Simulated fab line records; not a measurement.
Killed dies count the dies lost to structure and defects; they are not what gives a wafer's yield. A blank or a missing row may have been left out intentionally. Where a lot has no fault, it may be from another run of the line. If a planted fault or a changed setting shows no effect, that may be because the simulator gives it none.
fab line records	flow gf180mcu
record lots=24	wafers=72	lastDay=34
route steps=602 shown M3@424 M5@533 V5@557 TOP_METAL@567
lots that met no fault: taken from a fault-free run of the same line
startH: the number of hours between the record's first day and the start of the first shown wafer of the lot	waitH: hours since the lot's step before	" repeats the value in the row above	L1.1+2: a single row standing in for several wafers	- value missing, or start not given	* or withheld: withheld	< > ~ a bound
route shown NAME@n: names a module that has steps shown in the file, with the first one's number in the route	usual: average and standard deviation across the fault-free wafers	same: alike in all rows	chamber/n: place in a boat	sites: readings site by site	_std_site: how widely they spread, as a standard deviation	_edge_site: outer sites' mean less inner sites'	radiusMm: how far each site lies from the wafer's centre	mask NAME#n: copy n	behind: the last tool/chamber to shape the wafer	hold: the reason the lot was held/the length of the hold in hours/how it ended	device: which transistor (n, p or np) failed to switch	end of line: tests of these same wafers at the route's end	where a step has no rows: the recipe by itself	killed: not the wafer's yield, but the dies lost to structure and defects at the first sort	map: a wafer's dies, marking killed ones x, the rest . and places with no die _
set.NAME: the run value of the setting; set.NAME@STEP: its run value at that earlier step	model.NAME: the simulator's own value behind a step, which no gauge read
the route's steps for a sample of lots (tables are steps, rows are wafers)
services: the hour from which a tool's chamber was out of use, counted from the record's first day as startH (under 0 if before that day), plus the number of hours and why
## steps
# step GF_M3_OVL_MEAS_15
# usual M3_OVL=2/4.7
lot.wafer	tool	chamber	startH	waitH	M3_OVL[nm]
L074.1	overlay-01	-	496.34	0.1	6
L074.2	"	-	"	"	4
L074.4	"	-	"	"	7
L075.1	overlay-02	-	501.14	0.1	9
L075.4	"	-	"	"	7
L075.5	"	-	"	"	9
L076.2	overlay-02	-	508.80	0.1	1
L076.4	"	-	"	"	5
L076.6	"	-	"	"	5
L077.2	overlay-01	-	518.20	0.1	7
L077.3	"	-	"	"	8
L077.6	"	-	"	"	2
L078.1	overlay-01	-	524.99	0.1	-9
L078.3	"	-	"	"	-7
L078.4	"	-	"	"	-2
L079.3	overlay-02	-	536.25	0.1	0
L079.4	"	-	"	"	-4
L079.6	"	-	"	"	1
L080.3	overlay-02	-	544.07	0.1	1
L080.4	"	-	"	"	-3
L080.6	"	-	"	"	-2
L081.1	overlay-01	-	558.19	0.1	-3
L081.4	"	-	"	"	-3
L081.5	"	-	"	"	2
L082.3	overlay-02	-	559.75	0.1	-1
L082.5	"	-	"	"	4
L082.6	"	-	"	"	3
L083.2	overlay-01	-	562.13	0.1	-3
L083.4	"	-	"	"	-4
L083.5	"	-	"	"	7
L084.1	overlay-02	-	578.87	0.1	5
L084.4	"	-	"	"	6
L084.6	"	-	"	"	1
L085.1	overlay-01	-	587.81	0.1	9
L085.5	"	-	"	"	6
L085.6	"	-	"	"	1
L086.1	overlay-02	-	594.69	0.1	6
L086.3	"	-	"	"	2
L086.5	"	-	"	"	0
L087.2	overlay-02	-	603.08	0.1	1
L087.5	"	-	"	"	-6
L087.6	"	-	"	"	-3
L088.3	overlay-02	-	609.92	0.1	-8
L088.4	"	-	"	"	1
L088.6	"	-	"	"	1
L089.1	overlay-01	-	615.32	0.1	-8
L089.5	"	-	"	"	-6
L089.6	"	-	"	"	-3
L090.2	overlay-01	-	623.96	0.1	11
L090.5	"	-	"	"	3
L090.6	"	-	"	"	4
L091.1	overlay-01	-	636.61	0.1	-1
L091.3	"	-	"	"	11
L091.4	"	-	"	"	4
L092.2	overlay-02	-	640.01	0.1	2
L092.3	"	-	"	"	-3
L092.6	"	-	"	"	-6
L093.2	overlay-01	-	648.21	0.1	3
L093.3	"	-	"	"	3
L093.4	"	-	"	"	3
L094.1	overlay-01	-	655.04	0.1	10
L094.2	"	-	"	"	3
L094.5	"	-	"	"	12
L095.4	overlay-02	-	663.09	0.1	1
L095.5	"	-	"	"	0
L095.6	"	-	"	"	6
L096.2	overlay-02	-	665.31	0.1	-1
L096.5	"	-	"	"	0
L096.6	"	-	"	"	10
L097.1	overlay-01	-	673.64	0.1	-3
L097.2	"	-	"	"	-12
L097.3	"	-	"	"	-2
# step GF_M5_CD_MEAS_07
# recipe targetCdNm=280
# usual cdNm=280.0/1.2
lot.wafer	tool	chamber	startH	waitH	cdNm
L074.1	cdSem-01	-	614.99	0.1	279.0
L074.2	"	-	"	"	280.1
L074.4	"	-	"	"	279.5
L075.1	cdSem-02	-	618.79	0.1	282.1
L075.4	"	-	"	"	281.8
L075.5	"	-	"	"	282.6
L076.2	cdSem-02	-	624.92	0.1	278.4
L076.4	"	-	"	"	278.2
L076.6	"	-	"	"	279.6
L077.2	cdSem-01	-	632.57	0.1	279.4
L077.3	"	-	"	"	279.4
L077.6	"	-	"	"	278.8
L078.1	cdSem-02	-	638.17	0.1	281.7
L078.3	"	-	"	"	279.6
L078.4	"	-	"	"	279.8
L079.3	cdSem-02	-	649.68	0.1	282.6
L079.4	"	-	"	"	281.3
L079.6	"	-	"	"	281.1
L080.3	cdSem-01	-	655.33	0.1	279.3
L080.4	"	-	"	"	278.2
L080.6	"	-	"	"	278.4
L081.1	cdSem-02	-	668.44	0.1	281.5
L081.4	"	-	"	"	281.5
L081.5	"	-	"	"	281.8
L082.3	cdSem-01	-	670.29	0.1	280.1
L082.5	"	-	"	"	279.8
L082.6	"	-	"	"	279.9
L083.2	cdSem-02	-	672.14	0.1	281.2
L083.4	"	-	"	"	280.7
L083.5	"	-	"	"	281.2
L084.1	cdSem-02	-	686.90	0.1	279.6
L084.4	"	-	"	"	280.9
L084.6	"	-	"	"	279.6
L085.1	cdSem-01	-	694.60	0.1	280.0
L085.5	"	-	"	"	279.0
L085.6	"	-	"	"	279.2
L086.1	cdSem-02	-	700.32	0.1	279.8
L086.3	"	-	"	"	279.3
L086.5	"	-	"	"	278.5
L087.2	cdSem-02	-	708.36	0.1	281.4
L087.5	"	-	"	"	279.9
L087.6	"	-	"	"	281.4
L088.3	cdSem-02	-	714.93	0.1	280.7
L088.4	"	-	"	"	282.7
L088.6	"	-	"	"	281.7
L089.1	cdSem-02	-	717.95	0.1	280.7
L089.5	"	-	"	"	281.4
L089.6	"	-	"	"	280.6
L090.2	cdSem-01	-	726.47	0.1	281.0
L090.5	"	-	"	"	279.7
L090.6	"	-	"	"	281.2
L091.1	cdSem-01	-	736.92	0.1	280.3
L091.3	"	-	"	"	280.0
L091.4	"	-	"	"	279.4
L092.2	cdSem-02	-	739.67	0.1	279.5
L092.3	"	-	"	"	280.3
L092.6	"	-	"	"	279.0
L093.2	cdSem-02	-	747.31	0.1	280.4
L093.3	"	-	"	"	278.6
L093.4	"	-	"	"	279.7
L094.1	cdSem-01	-	753.69	0.1	278.2
L094.2	"	-	"	"	277.7
L094.5	"	-	"	"	277.9
L095.4	cdSem-01	-	759.16	0.1	278.5
L095.5	"	-	"	"	279.0
L095.6	"	-	"	"	279.5
L096.2	cdSem-01	-	761.49	0.2	280.8
L096.5	"	-	"	"	280.5
L096.6	"	-	"	"	281.4
L097.1	cdSem-02	-	768.10	0.1	279.1
L097.2	"	-	"	"	279.1
L097.3	"	-	"	"	279.9
# step GF_M5_STRIP_11
# recipe chemistry=O2/N2	powerW=1400	pressureMtorr=1500	platenTempC=250	o2FlowSccm=3000	n2FlowSccm=300	overashFraction=0.5
# usual drypumpMotorCurrentA=5.8/0.57	heaterPowerW=313/23	n2FlowSccm=300.1/0.93	oesProductAu=0.544/0.0048	stripTimeToEndpointS=7.53/0.048
# same overashFraction=0.5
lot.wafer	tool	chamber	startH	waitH	drypumpMotorCurrentA	heaterPowerW	n2FlowSccm	oesProductAu	rfHoursCounterH	stripTimeToEndpointS
L074.1	plasmaAsher-02	0	615.28	0.1	6.5	291	299.3	0.547	19	7.53
L074.2	"	1	"	"	5.4	313	300.4	0.547	19	7.55
L074.4	"	1	"	"	5.4	312	301.0	0.553	-	7.60
L075.1	plasmaAsher-03	0	619.08	0.1	4.9	334	301.3	0.552	84	7.54
L075.4	"	0	"	"	4.8	332	300.1	0.552	-	7.60
L075.5	"	1	"	"	6.1	353	300.3	0.543	-	7.58
L076.2	plasmaAsher-01	0	625.32	0.1	6.2	282	301.6	0.542	101	7.62
L076.4	"	0	"	"	6.2	282	300.9	0.541	-	7.58
L076.6	"	1	"	"	5.8	300	300.5	0.544	-	7.63
L077.2	plasmaAsher-03	1	632.84	0.1	6.0	336	300.5	0.544	86	7.58
L077.3	"	0	"	"	4.8	341	301.3	0.546	-	7.54
L077.6	"	0	"	"	4.8	334	299.3	0.542	-	7.51
L078.1	plasmaAsher-03	1	638.46	0.1	6.0	344	300.2	0.547	87	7.57
L078.3	"	0	"	"	4.8	333	298.7	0.545	-	7.57
L078.4	"	1	"	"	6.0	347	300.9	0.547	-	7.59
L079.3	plasmaAsher-01	0	649.96	0.1	6.2	284	300.6	0.552	-	7.55
L079.4	"	1	"	"	5.8	307	301.6	0.548	-	7.60
L079.6	"	0	"	"	6.2	281	301.8	0.548	-	7.57
L080.3	plasmaAsher-02	0	655.61	0.1	6.6	284	300.6	0.537	-	7.61
L080.4	"	1	"	"	5.4	313	298.8	0.551	-	7.59
L080.6	"	0	"	"	6.5	297	301.9	0.551	-	7.58
L081.1	plasmaAsher-02	0	668.84	0.2	6.5	295	299.3	0.549	23	7.57
L081.4	"	0	"	"	6.5	286	298.8	0.534	-	7.53
L081.5	"	0	"	"	6.5	287	299.2	0.549	-	7.51
L082.3	plasmaAsher-03	0	670.58	0.1	4.8	335	300.3	0.544	-	7.56
L082.5	"	1	"	"	6.0	345	300.1	0.547	-	7.65
L082.6	"	0	"	"	4.9	338	299.7	0.545	-	7.51
L083.2	plasmaAsher-02	1	672.41	0.1	5.4	318	301.2	0.550	24	7.56
L083.4	"	0	"	"	6.5	287	301.5	0.544	-	7.56
L083.5	"	0	"	"	6.5	287	300.1	0.545	-	7.60
L084.1	plasmaAsher-03	1	687.19	0.1	6.0	351	299.5	0.537	92	7.53
L084.4	"	0	"	"	4.8	327	298.7	0.544	-	7.52
L084.6	"	1	"	"	6.0	349	300.7	0.549	-	7.52
L085.1	plasmaAsher-01	0	694.89	0.1	6.2	277	300.5	0.549	109	7.54
L085.5	"	0	"	"	6.1	284	302.2	0.543	-	7.51
L085.6	"	1	"	"	5.8	299	299.4	0.542	-	7.51
L086.1	plasmaAsher-03	0	700.72	0.2	4.9	339	300.6	0.545	93	7.51
L086.3	"	0	"	"	4.9	338	299.6	0.546	-	7.52
L086.5	"	1	"	"	6.0	355	300.8	0.547	-	7.49
L087.2	plasmaAsher-01	1	708.63	0.1	5.8	304	300.5	0.544	110	7.51
L087.5	"	0	"	"	6.2	279	300.1	0.537	-	7.44
L087.6	"	1	"	"	5.8	306	300.9	0.535	-	7.45
L088.3	plasmaAsher-03	0	715.21	0.1	4.8	328	300.6	0.547	-	7.46
L088.4	"	1	"	"	6.0	352	300.7	0.541	-	7.45
L088.6	"	0	"	"	4.8	332	301.7	0.538	-	7.49
L089.1	plasmaAsher-02	0	718.28	0.1	6.5	295	299.1	0.537	28	7.44
L089.5	"	1	"	"	5.4	310	300.8	0.531	-	7.45
L089.6	"	0	"	"	6.5	287	299.9	0.550	-	7.48
L090.2	plasmaAsher-02	0	726.74	0.1	6.5	292	300.5	0.542	29	7.51
L090.5	"	0	"	"	6.5	289	299.1	0.535	-	7.50
L090.6	"	1	"	"	5.4	319	300.7	0.543	-	7.46
L091.1	plasmaAsher-02	1	737.21	0.1	5.4	318	299.9	0.541	30	7.56
L091.3	"	0	"	"	6.5	287	300.0	0.541	-	7.54
L091.4	"	1	"	"	5.4	327	300.7	0.547	-	7.51
L092.2	plasmaAsher-02	1	739.94	0.1	5.4	316	300.1	0.541	30	7.47
L092.3	"	0	"	"	6.5	291	299.8	0.539	-	7.51
L092.6	"	1	"	"	5.4	314	299.9	0.536	-	7.46
L093.2	plasmaAsher-01	1	747.58	0.1	5.8	330	299.2	0.544	0	7.53
L093.3	"	0	"	"	6.2	281	299.6	0.544	-	7.52
L093.4	"	1	"	"	5.8	323	299.7	0.542	-	7.52
L094.1	plasmaAsher-01	1	753.98	0.1	5.8	319	300.4	0.538	2	7.52
L094.2	"	0	"	"	6.2	281	300.3	0.540	2	7.51
L094.5	"	1	"	"	5.8	329	301.9	0.553	-	7.52
L095.4	plasmaAsher-02	0	759.43	0.1	6.5	287	299.9	0.546	-	7.55
L095.5	"	1	"	"	5.4	320	300.1	0.542	-	7.50
L095.6	"	0	"	"	6.5	290	300.5	0.551	-	7.55
L096.2	plasmaAsher-02	0	761.76	0.1	6.5	291	300.0	0.543	33	7.50
L096.5	"	1	"	"	5.4	317	300.0	0.543	-	7.56
L096.6	"	0	"	"	6.5	288	300.8	0.540	-	7.46
L097.1	plasmaAsher-03	0	768.39	0.1	4.8	335	299.7	0.544	99	7.56
L097.2	"	1	"	"	6.0	335	299.6	0.546	99	7.55
L097.3	"	1	"	"	6.0	346	301.0	0.545	-	7.54
# step GF_V5_ETCH_17
# recipe chemistry=C4F8/O2/Ar	maskMaterial=KrF	target=SiO2	stopOn=TiN	sourceW=1500	biasW=1200	pressureMtorr=40	c4f8FlowSccm=withheld	O2_flow_sccm=6	Ar_flow_sccm=300	timeS=withheld	targetDepthA=8550
# usual biasW=1200/3.2	oesProductAu=0.859/0.005
lot.wafer	tool	chamber	startH	waitH	biasW	oesProductAu
L074.1	rieDiel-04	2	-	-	1196	0.861
L074.2	"	1	"	"	1201	0.857
L074.4	"	3	"	"	1202	0.868
L075.1	rieDiel-02	2	-	-	1204	0.854
L075.4	"	0	"	"	1201	0.865
L075.5	"	1	"	"	1197	0.852
L076.2	rieDiel-01	0	-	-	1199	0.855
L076.4	"	3	"	"	1196	0.860
L076.6	"	0	"	"	1202	0.863
L077.2	rieDiel-01	1	-	-	1203	0.859
L077.3	"	0	"	"	1199	0.860
L077.6	"	2	"	"	1198	0.856
L078.1	rieDiel-02	0	-	-	1201	0.866
L078.3	"	2	"	"	1199	0.859
L078.4	"	3	"	"	1194	0.864
L079.3	rieDiel-02	1	-	-	1196	0.861
L079.4	"	2	"	"	1205	0.865
L079.6	"	3	"	"	1204	0.859
L080.3	rieDiel-01	3	-	-	1199	0.862
L080.4	"	0	"	"	1205	0.865
L080.6	"	3	"	"	1197	0.856
L081.1	rieDiel-04	2	-	-	1205	0.862
L081.4	"	2	"	"	1202	0.865
L081.5	"	3	"	"	1200	0.857
L082.3	rieDiel-02	0	-	-	1197	0.859
L082.5	"	2	"	"	1207	0.860
L082.6	"	3	"	"	1200	0.865
L083.2	rieDiel-01	2	-	-	1203	0.857
L083.4	"	2	"	"	1197	0.869
L083.5	"	1	"	"	1196	0.861
L084.1	rieDiel-02	0	-	-	1198	0.861
L084.4	"	1	"	"	1199	0.853
L084.6	"	2	"	"	1195	0.862
L085.1	rieDiel-04	2	-	-	1203	0.859
L085.5	"	3	"	"	1195	0.860
L085.6	"	2	"	"	1202	0.864
L086.1	rieDiel-02	0	-	-	1193	0.863
L086.3	"	1	"	"	1199	0.865
L086.5	"	1	"	"	1200	0.869
L087.2	rieDiel-04	3	-	-	1202	0.860
L087.5	"	2	"	"	1206	0.862
L087.6	"	3	"	"	1200	0.861
L088.3	rieDiel-01	1	-	-	1204	0.859
L088.4	"	3	"	"	1201	0.854
L088.6	"	0	"	"	1198	0.856
L089.1	rieDiel-04	2	-	-	1200	0.862
L089.5	"	1	"	"	1201	0.845
L089.6	"	2	"	"	1201	0.854
L090.2	rieDiel-04	0	-	-	1199	0.857
L090.5	"	2	"	"	1199	0.860
L090.6	"	1	"	"	1203	0.865
L091.1	rieDiel-02	0	-	-	1198	0.853
L091.3	"	3	"	"	1200	0.862
L091.4	"	3	"	"	1197	0.858
L092.2	rieDiel-01	3	-	-	1206	0.863
L092.3	"	0	"	"	1199	0.860
L092.6	"	0	"	"	1203	0.853
L093.2	rieDiel-01	2	-	-	1203	0.864
L093.3	"	1	"	"	1201	0.853
L093.4	"	3	"	"	1204	0.858
L094.1	rieDiel-02	0	-	-	1199	0.860
L094.2	"	3	"	"	1199	0.860
L094.5	"	3	"	"	1197	0.863
L095.4	rieDiel-04	2	-	-	1202	0.853
L095.5	"	2	"	"	1205	0.861
L095.6	"	3	"	"	1201	0.851
L096.2	rieDiel-02	3	-	-	1200	0.859
L096.5	"	1	"	"	1193	0.855
L096.6	"	2	"	"	1199	0.854
L097.1	rieDiel-04	3	-	-	1198	0.864
L097.2	"	2	"	"	1193	0.859
L097.3	"	1	"	"	1200	0.862
# step GF_TOP_METAL_SPUTTER_00
# recipe material=Ti	targetThkNm=37.5	arrivingIonEnergyEv=80	substrateTempC=200	chamberPressurePa=2	powerW=4000	timeS=150
# usual throttleValvePct=30.2/1.2
lot.wafer	tool	chamber	startH	waitH	throttleValvePct
L074.1	pvdSputter-01	-	638.49	0.2	28.6
L074.2	"	-	"	"	30.1
L074.4	"	-	"	"	30.9
L075.1	pvdSputter-01	-	641.94	0.2	29.8
L075.4	"	-	"	"	28.6
L075.5	"	-	"	"	31.0
L076.2	pvdSputter-01	-	647.76	0.2	30.1
L076.4	"	-	"	"	30.9
L076.6	"	-	"	"	30.7
L077.2	pvdSputter-02	-	655.74	0.1	31.2
L077.3	"	-	"	"	32.4
L077.6	"	-	"	"	31.2
L078.1	pvdSputter-04	-	661.12	0.1	30.6
L078.3	"	-	"	"	30.8
L078.4	"	-	"	"	29.9
L079.3	pvdSputter-01	-	672.83	0.2	30.3
L079.4	"	-	"	"	28.9
L079.6	"	-	"	"	28.7
L080.3	pvdSputter-04	-	677.38	0.2	29.6
L080.4	"	-	"	"	29.5
L080.6	"	-	"	"	31.2
L081.1	pvdSputter-01	-	691.35	0.2	30.9
L081.4	"	-	"	"	28.6
L081.5	"	-	"	"	28.4
L082.3	pvdSputter-02	-	692.22	0.1	32.7
L082.5	"	-	"	"	31.1
L082.6	"	-	"	"	28.3
L083.2	pvdSputter-02	-	694.12	0.1	30.0
L083.4	"	-	"	"	31.2
L083.5	"	-	"	"	32.6
L084.1	pvdSputter-02	-	708.54	0.2	31.3
L084.4	"	-	"	"	32.6
L084.6	"	-	"	"	31.1
L085.1	pvdSputter-02	-	716.57	0.2	32.7
L085.5	"	-	"	"	32.6
L085.6	"	-	"	"	28.5
L086.1	pvdSputter-04	-	721.29	0.2	30.8
L086.3	"	-	"	"	29.6
L086.5	"	-	"	"	29.7
L087.2	pvdSputter-01	-	729.29	0.1	28.7
L087.5	"	-	"	"	31.1
L087.6	"	-	"	"	30.6
L088.3	pvdSputter-02	-	735.75	0.2	30.8
L088.4	"	-	"	"	28.3
L088.6	"	-	"	"	32.6
L089.1	pvdSputter-01	-	738.54	0.1	30.7
L089.5	"	-	"	"	30.4
L089.6	"	-	"	"	31.0
L090.2	pvdSputter-01	-	747.32	0.2	30.5
L090.5	"	-	"	"	28.5
L090.6	"	-	"	"	30.5
L091.1	pvdSputter-01	-	756.29	0.2	30.9
L091.3	"	-	"	"	28.8
L091.4	"	-	"	"	30.5
L092.2	pvdSputter-04	-	759.04	0.1	30.9
L092.3	"	-	"	"	30.7
L092.6	"	-	"	"	29.8
L093.2	pvdSputter-02	-	766.90	0.1	28.7
L093.3	"	-	"	"	31.2
L093.4	"	-	"	"	32.7
L094.1	pvdSputter-01	-	773.00	0.1	28.9
L094.2	"	-	"	"	30.9
L094.5	"	-	"	"	31.1
L095.4	pvdSputter-04	-	778.49	0.1	30.8
L095.5	"	-	"	"	30.7
L095.6	"	-	"	"	30.5
L096.2	pvdSputter-01	-	780.50	0.2	31.0
L096.5	"	-	"	"	31.0
L096.6	"	-	"	"	30.0
L097.1	pvdSputter-02	-	786.49	0.2	28.6
L097.2	"	-	"	"	32.6
L097.3	"	-	"	"	30.1
# step GF_TOP_METAL_RS_MEAS_05
# recipe thkMeasGauge=four-point-probe	reads=TiN_of_TOP_METAL_SPUTTER_04+Ti_of_TOP_METAL_SPUTTER_03+AlCu_of_TOP_METAL_SPUTTER_02+TiN_of_TOP_METAL_SPUTTER_01+Ti_of_TOP_METAL_SPUTTER_00
# usual TOP_METAL_ALCU_RS=0.0328/0.00034
lot.wafer	tool	chamber	startH	waitH	TOP_METAL_ALCU_RS[ohm/sq]
L074.1	filmMetro-01	-	638.71	0.0	0.0324
L074.2	"	-	"	"	0.0326
L074.4	"	-	"	"	0.0324
L075.1	filmMetro-02	-	642.16	0.0	0.0332
L075.4	"	-	"	"	0.0327
L075.5	"	-	"	"	0.0329
L076.2	filmMetro-02	-	648.01	0.0	0.0328
L076.4	"	-	"	"	0.0326
L076.6	"	-	"	"	0.0327
L077.2	filmMetro-01	-	655.98	0.0	0.0324
L077.3	"	-	"	"	0.0329
L077.6	"	-	"	"	0.0326
L078.1	filmMetro-02	-	661.34	0.0	0.0330
L078.3	"	-	"	"	0.0327
L078.4	"	-	"	"	0.0326
L079.3	filmMetro-03	-	673.12	0.1	0.0327
L079.4	"	-	"	"	0.0325
L079.6	"	-	"	"	0.0326
L080.3	filmMetro-03	-	677.64	0.1	0.0330
L080.4	"	-	"	"	0.0334
L080.6	"	-	"	"	0.0329
L081.1	filmMetro-03	-	691.57	0.0	0.0330
L081.4	"	-	"	"	0.0331
L081.5	"	-	"	"	0.0330
L082.3	filmMetro-01	-	692.48	0.1	0.0330
L082.5	"	-	"	"	0.0328
L082.6	"	-	"	"	0.0329
L083.2	filmMetro-02	-	694.36	0.0	0.0329
L083.4	"	-	"	"	0.0327
L083.5	"	-	"	"	0.0331
L084.1	filmMetro-01	-	708.76	0.0	0.0324
L084.4	"	-	"	"	0.0328
L084.6	"	-	"	"	0.0327
L085.1	filmMetro-03	-	716.79	0.0	0.0329
L085.5	"	-	"	"	0.0328
L085.6	"	-	"	"	0.0324
L086.1	filmMetro-03	-	721.51	0.0	0.0334
L086.3	"	-	"	"	0.0333
L086.5	"	-	"	"	0.0328
L087.2	filmMetro-03	-	729.53	0.0	0.0325
L087.5	"	-	"	"	0.0328
L087.6	"	-	"	"	0.0326
L088.3	filmMetro-02	-	736.02	0.1	0.0327
L088.4	"	-	"	"	0.0327
L088.6	"	-	"	"	0.0328
L089.1	filmMetro-03	-	738.77	0.0	0.0324
L089.5	"	-	"	"	0.0324
L089.6	"	-	"	"	0.0328
L090.2	filmMetro-02	-	747.56	0.0	0.0328
L090.5	"	-	"	"	0.0328
L090.6	"	-	"	"	0.0327
L091.1	filmMetro-03	-	756.51	0.0	0.0325
L091.3	"	-	"	"	0.0323
L091.4	"	-	"	"	0.0325
L092.2	filmMetro-02	-	759.28	0.0	0.0327
L092.3	"	-	"	"	0.0334
L092.6	"	-	"	"	0.0327
L093.2	filmMetro-02	-	767.22	0.1	0.0322
L093.3	"	-	"	"	0.0321
L093.4	"	-	"	"	0.0322
L094.1	filmMetro-02	-	773.22	0.0	0.0327
L094.2	"	-	"	"	0.0329
L094.5	"	-	"	"	0.0327
L095.4	filmMetro-01	-	778.77	0.1	0.0338
L095.5	"	-	"	"	0.0330
L095.6	"	-	"	"	0.0335
L096.2	filmMetro-03	-	780.74	0.0	0.0323
L096.5	"	-	"	"	0.0324
L096.6	"	-	"	"	0.0328
L097.1	filmMetro-01	-	786.71	0.0	0.0330
L097.2	"	-	"	"	0.0329
L097.3	"	-	"	"	0.0328
## services
tool	chamber	startH	hours	kind
rieDiel-01	3	592.22	8.6	repair
rieDiel-02	3	611.44	18.7	repair
plasmaAsher-02	-	615.48	14.6	pm
plasmaAsher-03	-	620.67	1.0	repair
rieDiel-01	2	622.97	5.0	repair
pvdSputter-02	-	626.30	7.5	repair
pvdSputter-02	-	643.61	5.7	repair
plasmaAsher-03	-	651.20	2.9	repair
rieDiel-01	2	659.19	2.0	repair
rieDiel-01	1	677.24	4.0	repair
rieDiel-01	3	686.88	7.9	repair
rieDiel-04	1	688.51	27.8	repair
rieDiel-02	-	697.45	2.8	pm
rieDiel-04	-	697.53	0.4	repair
rieDiel-02	3	705.44	6.8	repair
rieDiel-02	0	709.04	2.8	repair
rieDiel-02	3	712.83	6.0	repair
rieDiel-04	-	718.23	2.5	repair
rieDiel-04	-	719.46	1.0	repair
rieDiel-02	1	734.81	2.7	repair
plasmaAsher-03	-	747.69	14.6	pm
rieDiel-02	-	757.00	1.0	repair
rieDiel-04	-	759.79	2.8	pm
rieDiel-04	3	778.25	6.1	repair
## key
fault none
